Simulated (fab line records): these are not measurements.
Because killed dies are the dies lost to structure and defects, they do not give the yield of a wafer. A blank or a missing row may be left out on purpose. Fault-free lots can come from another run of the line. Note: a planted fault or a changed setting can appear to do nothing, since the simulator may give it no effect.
A single fault, viewed from 2 desks + flow gf180mcu + only its own numbers are on each desk; what lay behind them is given at the end

== FROM THE METROLOGY DESK ==
What the gauges read for every lot (on any tool): the sampled wafers with a number, averaged. If a lot's mean is further than 4 standard deviations from the usual mean, the lot is out of limits and carries the mark OUT (the distance appears in the brackets).
Columns: A = DUAL_GATE_OXIDATION_00_THK at GF_DUAL_GATE_THK_MEAS_03, usual 10.96 nm; B = cd_nm at GF_POLY_GATE_CD_MEAS_10, usual 279.1 nm; C = HV_LDD_OVL at GF_HV_LDD_OVL_MEAS_08, usual 0.9 nm
| lot  | first seen here | A     | B     | C    |
|------|-----------------|-------|-------|------|
| L488 | day 7 17:11     | 11.13 | 279.7 | 0.0  |
| L489 | day 7 22:14     | 11.09 | 279.6 | 2.4  |
| L491 | day 8 09:58     | 11.07 | 278.9 | 0.6  |
| L492 | day 8 17:49     | 11.15 | 280.0 | -0.7 |
| L493 | day 9 00:56     | 10.92 | 281.0 | 0.3  |
| L495 | day 9 12:24     | 10.97 | 276.9 | 1.2  |
| L498 | day 10 14:14    | 10.88 | 278.8 | 1.0  |
| L499 | day 10 17:28    | 11.12 | 279.5 | 0.1  |
| L501 | day 11 05:41    | 11.03 | -     | -    |
| L502 | day 11 14:53    | 10.65 | -     | -    |
| L508 | day 13 07:16    | 11.09 | 279.1 | 1.7  |
| L509 | day 13 15:19    | 10.85 | 278.1 | 1.6  |
| L510 | day 13 22:04    | 10.53 | 278.7 | 1.0  |
| L511 | day 14 07:26    | 10.88 | 279.8 | 0.7  |
This desk's verdict: no lot among the 14 shows anything out of limits.

== DESK OF THE TOOL OWNER: litho_track-02 ==
The tool's own readings at GF_POLY_GATE_DEVELOP_09 (develop time 60 s): means of the sampled wafers that have a number, for each lot that ran on this tool. If a lot's mean is further than 4 standard deviations from the usual mean, the lot is out of limits and carries the mark OUT (the distance appears in the brackets).
Columns: A = chill_plate_temp_C at GF_POLY_GATE_DEVELOP_09, usual 23.01 C; B = developer_temp_C at GF_POLY_GATE_DEVELOP_09, usual 21.01 C
| lot  | first seen here | A     | B     |
|------|-----------------|-------|-------|
| L488 | day 9 05:29     | 22.91 | 21.03 |
| L495 | day 11 02:14    | 22.97 | 20.86 |
| L499 | day 12 10:01    | 23.03 | 20.85 |
| L511 | day 16 05:40    | 22.94 | 20.92 |
This desk's verdict: no lot among the 4 shows anything out of limits.

== BROUGHT TOGETHER ==
Metrology desk: nothing out of limits seen.
The desk of the tool owner found nothing out of limits.

== WHAT HAD BEEN PUT IN BY THE SIMULATOR ==
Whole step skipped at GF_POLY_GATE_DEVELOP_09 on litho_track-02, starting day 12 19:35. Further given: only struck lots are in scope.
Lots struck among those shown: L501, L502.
